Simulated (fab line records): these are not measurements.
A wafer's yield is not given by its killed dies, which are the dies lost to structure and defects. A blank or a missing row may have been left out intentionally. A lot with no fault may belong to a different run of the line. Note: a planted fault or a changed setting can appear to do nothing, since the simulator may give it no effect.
Matching of chambers || flow gf180mcu || GF_V5_CMP_26 on cmp-02: 4 sister chambers
The step polishes, stops on SiO2, t overpolish 15 s, target thk 0 nm. 16 wafers are shown with their chamber, then 8 later ones without.

WAFERS PAIRED WITH THEIR CHAMBERS
{"wafer": "L411.3", "chamber": 1, "motor-current-A (A)": 10.0, "time-to-endpoint-s (s)": 84, "overpolish-run-s (s)": 14.991}
{"wafer": "L411.4", "chamber": 2, "motor-current-A (A)": 11.4, "time-to-endpoint-s (s)": 86, "overpolish-run-s (s)": 14.990}
{"wafer": "L411.6", "chamber": 3, "motor-current-A (A)": 11.6, "time-to-endpoint-s (s)": 87, "overpolish-run-s (s)": 15.002}
{"wafer": "L415.1", "chamber": 1, "motor-current-A (A)": 9.8, "time-to-endpoint-s (s)": 81, "overpolish-run-s (s)": 14.999}
{"wafer": "L415.4", "chamber": 3, "motor-current-A (A)": 11.5, "time-to-endpoint-s (s)": 84, "overpolish-run-s (s)": 14.982}
{"wafer": "L415.5", "chamber": 3, "motor-current-A (A)": 11.8, "time-to-endpoint-s (s)": 87, "overpolish-run-s (s)": 14.999}
{"wafer": "L421.2", "chamber": 0, "motor-current-A (A)": 12.7, "time-to-endpoint-s (s)": 85, "overpolish-run-s (s)": 14.994}
{"wafer": "L421.3", "chamber": 3, "motor-current-A (A)": 11.9, "time-to-endpoint-s (s)": 87, "overpolish-run-s (s)": 15.027}
{"wafer": "L421.4", "chamber": 2, "motor-current-A (A)": 11.5, "time-to-endpoint-s (s)": 85, "overpolish-run-s (s)": 14.992}
{"wafer": "L420.1", "chamber": 2, "motor-current-A (A)": 11.9, "time-to-endpoint-s (s)": 89, "overpolish-run-s (s)": 15.010}
{"wafer": "L420.2", "chamber": 3, "motor-current-A (A)": 11.9, "time-to-endpoint-s (s)": 89, "overpolish-run-s (s)": 14.992}
{"wafer": "L420.4", "chamber": 1, "motor-current-A (A)": 10.4, "time-to-endpoint-s (s)": 84, "overpolish-run-s (s)": 15.001}
{"wafer": "L422.1", "chamber": 0, "motor-current-A (A)": 12.7, "time-to-endpoint-s (s)": 86, "overpolish-run-s (s)": 15.003}
{"wafer": "L422.3", "chamber": 1, "motor-current-A (A)": 9.9, "time-to-endpoint-s (s)": 88, "overpolish-run-s (s)": 14.994}
{"wafer": "L422.5", "chamber": 0, "motor-current-A (A)": 12.7, "time-to-endpoint-s (s)": 88, "overpolish-run-s (s)": 14.990}
{"wafer": "L426.1", "chamber": 0, "motor-current-A (A)": 12.9, "time-to-endpoint-s (s)": 93, "overpolish-run-s (s)": 15.007}

SIGNATURES (means of the wafers above)
{"reading": "motor-current-A", "chamber 0": 12.750, "chamber 1": 10.025, "chamber 2": 11.600, "chamber 3": 11.740, "scatter within a chamber": 0.206}
{"reading": "time-to-endpoint-s", "chamber 0": 88.00, "chamber 1": 84.25, "chamber 2": 86.67, "chamber 3": 86.80, "scatter within a chamber": 2.65}
{"reading": "overpolish-run-s", "chamber 0": 14.99850, "chamber 1": 14.99625, "chamber 2": 14.99733, "chamber 3": 15.00040, "scatter within a chamber": 0.0116}
Rule: a wafer lies at a distance from a chamber equal to the root of the sum of squares, over the readings, of (its reading less the chamber's mean, divided by the reading's scatter). The wafer belongs to the nearest chamber; if the next one is less than 2 further off, it can't be placed. The scatter is the square root of a quotient: the sum, over the shown wafers, of each reading's squared deviation from its chamber's mean, divided by wafers minus chambers.

WAFERS WHOSE CHAMBER IS MISSING
{"wafer": "L426.2", "motor-current-A (A)": 9.9, "time-to-endpoint-s (s)": 87, "overpolish-run-s (s)": 14.998}
{"wafer": "L426.3", "motor-current-A (A)": 11.3, "time-to-endpoint-s (s)": 95, "overpolish-run-s (s)": 15.016}
{"wafer": "L425.2", "motor-current-A (A)": 13.2, "time-to-endpoint-s (s)": 92, "overpolish-run-s (s)": 15.012}
{"wafer": "L425.5", "motor-current-A (A)": 12.5, "time-to-endpoint-s (s)": 93, "overpolish-run-s (s)": 15.012}
{"wafer": "L425.6", "motor-current-A (A)": 9.9, "time-to-endpoint-s (s)": 90, "overpolish-run-s (s)": 15.004}
{"wafer": "L428.3", "motor-current-A (A)": 9.6, "time-to-endpoint-s (s)": 82, "overpolish-run-s (s)": 15.012}
{"wafer": "L428.5", "motor-current-A (A)": 13.0, "time-to-endpoint-s (s)": 85, "overpolish-run-s (s)": 15.012}
{"wafer": "L428.6", "motor-current-A (A)": 11.3, "time-to-endpoint-s (s)": 86, "overpolish-run-s (s)": 15.005}

EACH ONE'S CHAMBER
{"wafer": "L426.2", "from the rows above": 1, "in truth": 1}
{"wafer": "L426.3", "from the rows above": "can't be placed: 2 or 3", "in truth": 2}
{"wafer": "L425.2", "from the rows above": 0, "in truth": 0}
{"wafer": "L425.5", "from the rows above": "can't be placed: 0 or 3", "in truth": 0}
{"wafer": "L425.6", "from the rows above": 1, "in truth": 1}
{"wafer": "L428.3", "from the rows above": 1, "in truth": 1}
{"wafer": "L428.5", "from the rows above": 0, "in truth": 0}
{"wafer": "L428.6", "from the rows above": "can't be placed: 2 or 3", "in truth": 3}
Correctly placed: 5 of 8. Can't be placed from these rows: 3 (the true chamber is among the candidates in 3). Number placed wrongly: 0.
